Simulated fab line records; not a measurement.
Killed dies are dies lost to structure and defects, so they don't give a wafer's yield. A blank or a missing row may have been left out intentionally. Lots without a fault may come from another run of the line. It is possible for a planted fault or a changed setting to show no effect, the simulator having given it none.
A struck lot beside a sound one | flow sky130 | 42 out of 708 route steps
Sound: wafers L595.2, L595.5, L595.6. Struck: wafer L599.5. (L599.1, L599.2 of the same lot were not struck and are left out.) The cause comes at the end.
At each step with rows: each side's tool, then ch and its chambers, then its first start. Under that, the readings that differ: sound wafers | struck wafers | difference of the means | sigmas: that difference in standard deviations of wafers without a fault.
alike: a reading whose means differ by less than 2 such deviations, as well as words and numbers matching on both sides. not compared: withheld readings; readings where some wafer has no value; bounds like >300 that might hide an equal value; numbers whose values overlap and for which the record gives no deviation.
Wherever a step has rows on one side only, a row that says differs or no value, or a row with sigmas, the two part there. Numbers that have no deviation but don't overlap get no sigmas and don't part them. A reading that every wafer of one side lacks parts them only if that side has two wafers or more.

first, 2 steps without rows for these wafers: SKY_PWDE_PEB_05; SKY_PWDE_DEVELOP_06 (develop time 60 s).
SKY_PWDE_OVL_MEAS_07:
  sound: overlay-01 at day 4 00:57; struck: overlay-02 at day 4 21:51
  alike: PWDE_OVL
then, 1 step without rows for these wafers: SKY_PWDE_IMPLANT_08.
SKY_PWDE_STRIP_09: strips in O2/N2.
  sound on plasmaAsher-02 ch 0,1, day 4 01:08; struck on plasmaAsher-04 ch 1, day 4 22:02
  alike: drypumpMotorCurrentA, oesProductAu, stripTimeToEndpointS
  not compared: rfHoursCounterH
SKY_PWDE_TW_MEAS_10:
  sound: filmMetro-01 at day 4 01:14; struck: filmMetro-04 at day 4 22:08
reading | sound       | struck | difference | sigmas
PWDE_TW | 377 378 376 | 368    | -9         | -2
then, 6 steps without rows for these wafers: SKY_NWELL_DEHYDRATE_03 (time 60 s); SKY_NWELL_HMDS_04 (prime time 60 s); SKY_NWELL_COAT_05 (resist thk 3000 nm); SKY_NWELL_SOFTBAKE_06; SKY_NWELL_EXPOSE_07 (exposes mask NWM, target cd 840 nm); SKY_NWELL_PEB_08.
SKY_NWELL_DEVELOP_09: develop time 60 s.
  sound on lithoTrack-04 ch 0, day 4 17:00; struck on lithoTrack-04 ch 0, day 5 15:00
SKY_NWELL_OVL_MEAS_10:
  sound: overlay-01 at day 4 17:42; struck: overlay-02 at day 5 15:42
  alike: NWELL_00_OVL
then, 3 steps without rows for these wafers: SKY_NWELL_IMPLANT_11; SKY_NWELL_IMPLANT_12; SKY_NWELL_IMPLANT_13.
SKY_NWELL_STRIP_14: strips in O2/N2.
  sound on plasmaAsher-04 ch 0,1, day 4 18:11; struck on plasmaAsher-01 ch 1, day 5 16:11
  alike: drypumpMotorCurrentA, oesProductAu, stripTimeToEndpointS
  not compared: rfHoursCounterH
SKY_NWELL_TW_MEAS_15:
  sound: filmMetro-01 at day 4 18:17; struck: filmMetro-01 at day 5 16:18
  alike: NWELL_TW
then, 7 steps without rows for these wafers: SKY_NWELL_DEHYDRATE_16 (time 60 s); SKY_NWELL_HMDS_17 (prime time 60 s); SKY_NWELL_COAT_18 (resist thk 3000 nm); SKY_NWELL_SOFTBAKE_19; SKY_NWELL_EXPOSE_20 (exposes mask NWM COMPLEMENT, target cd 840 nm); SKY_NWELL_PEB_21; SKY_NWELL_DEVELOP_22 (develop time 60 s).
SKY_NWELL_OVL_MEAS_23:
  sound: overlay-02 at day 5 12:41; struck: overlay-01 at day 6 09:50
  alike: NWELL_01_OVL
then, 1 step without rows for these wafers: SKY_NWELL_IMPLANT_24.
SKY_NWELL_STRIP_25: strips in O2/N2.
  sound on plasmaAsher-04 ch 0,1, day 5 12:52; struck on plasmaAsher-01 ch 1, day 6 10:01
  alike: drypumpMotorCurrentA, oesProductAu, stripTimeToEndpointS
  not compared: rfHoursCounterH
SKY_NWELL_TW_MEAS_26:
  sound: filmMetro-01 at day 5 12:59; struck: filmMetro-04 at day 6 10:07
  alike: NWELL_2_TW
then, 1 step without rows for these wafers: SKY_NWELL_CLEAN_27 (cleans in SC1/SC2, time 150 s).
SKY_NWELL_RTA_28: time 30 s.
  sound on rtpAnneal-02 ch 0, day 5 13:06; struck on rtpAnneal-02 ch 0, day 6 10:13
  alike: lampPowerPct, wafer_temp_C_max
SKY_NWELL_RS_MEAS_29: a four-point-probe measurement.
  sound: filmMetro-01 at day 5 13:12; struck: filmMetro-04 at day 6 10:19
  alike: NWELL_RS
SKY_NWELL_RS_MEAS_31: a four-point-probe measurement.
  sound: filmMetro-01 at day 5 13:26; struck: filmMetro-04 at day 6 10:34
  alike: PWDE_RS
then, 7 steps without rows for these wafers: SKY_VT_ADJUST_HVTP_DEHYDRATE_00 (time 60 s); SKY_VT_ADJUST_HVTP_HMDS_01 (prime time 60 s); SKY_VT_ADJUST_HVTP_COAT_02 (resist thk 1140 nm); SKY_VT_ADJUST_HVTP_SOFTBAKE_03 (time 60 s); SKY_VT_ADJUST_HVTP_EXPOSE_04 (exposes mask HVTPM, target cd 380 nm); SKY_VT_ADJUST_HVTP_PEB_05; SKY_VT_ADJUST_HVTP_DEVELOP_06 (develop time 60 s).
-- a jump in the record: the struck wafers' starts before and after are 41 days apart (it breaks off in module VT_ADJUST_HVTP and resumes in module PAD_OPEN, where the first step shown is number 708 of the route) --
SKY_PAD_OPEN_PROBE_99:
  sound: prober-02 at day 45 22:12; struck: prober-02 at day 47 17:20
reading                              | sound                         | struck    | difference | sigmas
model.etest.nfet_16v.rOnOhmUm        | 1.412e+04 1.404e+04 1.408e+04 | 1.491e+04 | +8.300e+02 | 
model.etest.pfet_16v.rOnOhmUm        | 1.54e+04 1.517e+04 1.55e+04   | 1.471e+04 | -6.467e+02 | 
model.etest.resNwell.lineOhmUm       | 1173 1135 1166                | 1376      | +218       | 
model.etest.resNwell.widthNm (nm)    | 827.8 833.7 827               | 716.5     | -113.0     | 
model.etest.resIsoPwell.widthNm (nm) | 2646 2656 2654                | 2725      | +73        | 
model.etest.pfet_16v.driveUaUm       | 236.9 238.8 239.4             | 259.4     | +21.0      | 
model.etest.nfet_16v.driveUaUm       | 223 220.8 225.4               | 209.2     | -13.9      | 
  alike: killed_at_M0_to_M3, killed_at_M4_up, killedAtContacts, killedAtFrontEnd, killedAtOther, killedDies, killedOpen, killedShort
  not compared: model.etest.isoNwellNwell.leakLog10AUm

## WHERE THEY PART
Only at SKY_PWDE_TW_MEAS_10, as far as this record shows. Later steps at which nothing parts them and some readings are alike: SKY_NWELL_OVL_MEAS_10, SKY_NWELL_STRIP_14, SKY_NWELL_TW_MEAS_15, SKY_NWELL_OVL_MEAS_23, SKY_NWELL_STRIP_25, SKY_NWELL_TW_MEAS_26, SKY_NWELL_RTA_28, SKY_NWELL_RS_MEAS_29, SKY_NWELL_RS_MEAS_31, SKY_PAD_OPEN_PROBE_99.

WHY: what had been put in by the simulator
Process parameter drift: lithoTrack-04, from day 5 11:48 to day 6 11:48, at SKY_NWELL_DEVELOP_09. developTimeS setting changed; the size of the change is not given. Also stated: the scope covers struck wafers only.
